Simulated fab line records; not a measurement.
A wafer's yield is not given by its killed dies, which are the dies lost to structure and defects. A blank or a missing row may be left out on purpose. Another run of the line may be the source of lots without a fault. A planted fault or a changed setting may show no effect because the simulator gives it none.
Chamber matching	flow sky130	SKY_VIA3_ETCH_14 on rie_diel-01 has 4 sister chambers
The step etches BARC in N2/H2, stops on SiO2, time 45.9 s, target depth 60 nm. 20 wafers are shown with their chamber, then 10 later ones without.

== EACH WAFER AND ITS CHAMBER ==
wafer	chamber	drypump_motor_current_A (A)	oes_product_au (a.u.)	throttle_valve_pct (%)
L074.1	3	4.8	0.848	13.226
L074.5	1	5.7	0.851	13.227
L074.6	0	6.4	0.860	13.220
L076.1	1	5.7	0.865	13.236
L076.5	0	6.3	0.851	13.233
L076.6	1	5.7	0.853	13.227
L079.2	1	5.8	0.846	13.213
L079.3	2	5.4	0.857	13.245
L079.6	2	5.4	0.856	13.234
L081.2	0	6.4	0.862	13.234
L081.3	2	5.4	0.848	13.225
L081.6	2	5.4	0.855	13.229
L085.1	1	5.7	0.861	13.216
L085.3	2	5.3	0.855	13.230
L085.6	0	6.4	0.856	13.235
L087.3	0	6.4	0.862	13.227
L087.5	3	4.8	0.853	13.235
L087.6	2	5.4	0.856	13.235
L091.1	2	5.3	0.857	13.237
L091.3	0	6.4	0.854	13.223

SIGNATURES (averages over the wafers above)
reading	chamber 0	chamber 1	chamber 2	chamber 3	scatter within a chamber
drypump_motor_current_A	6.383	5.720	5.371	4.800	0.0437
oes_product_au	0.85750	0.85520	0.85486	0.85050	0.00507
throttle_valve_pct	13.22867	13.22380	13.23357	13.23050	0.00723
Rule: for each reading, subtract the chamber's mean from the wafer's reading, divide by that reading's scatter and square the result; add these up over the readings and take the root, which gives the wafer's distance from the chamber. The wafer belongs to the nearest chamber; if the next one is less than 2 further off, it can't be placed. How the scatter is found: for the shown wafers, subtract from each reading the mean of its chamber, square and add these, divide the total by (wafers less chambers), then take the root.

== WAFERS WITH NO CHAMBER GIVEN ==
wafer	drypump_motor_current_A (A)	oes_product_au (a.u.)	throttle_valve_pct (%)
L091.6	6.4	0.850	13.213
L092.1	5.4	0.859	13.216
L092.2	6.3	0.856	13.219
L092.6	6.3	0.851	13.215
L094.4	6.4	0.849	13.224
L094.5	4.8	0.855	13.228
L094.6	6.4	0.849	13.224
L096.1	6.3	0.851	13.222
L096.4	5.4	0.860	13.229
L096.6	5.4	0.852	13.226

== WHICH CHAMBER EACH ONE RAN IN ==
wafer	from the rows above	in truth
L091.6	0	0
L092.1	2	2
L092.2	0	0
L092.6	0	0
L094.4	0	0
L094.5	3	3
L094.6	0	0
L096.1	0	0
L096.4	2	2
L096.6	2	2
Placed correctly: 10 of 10. Number that these rows cannot place: 0. 0 placed wrongly.
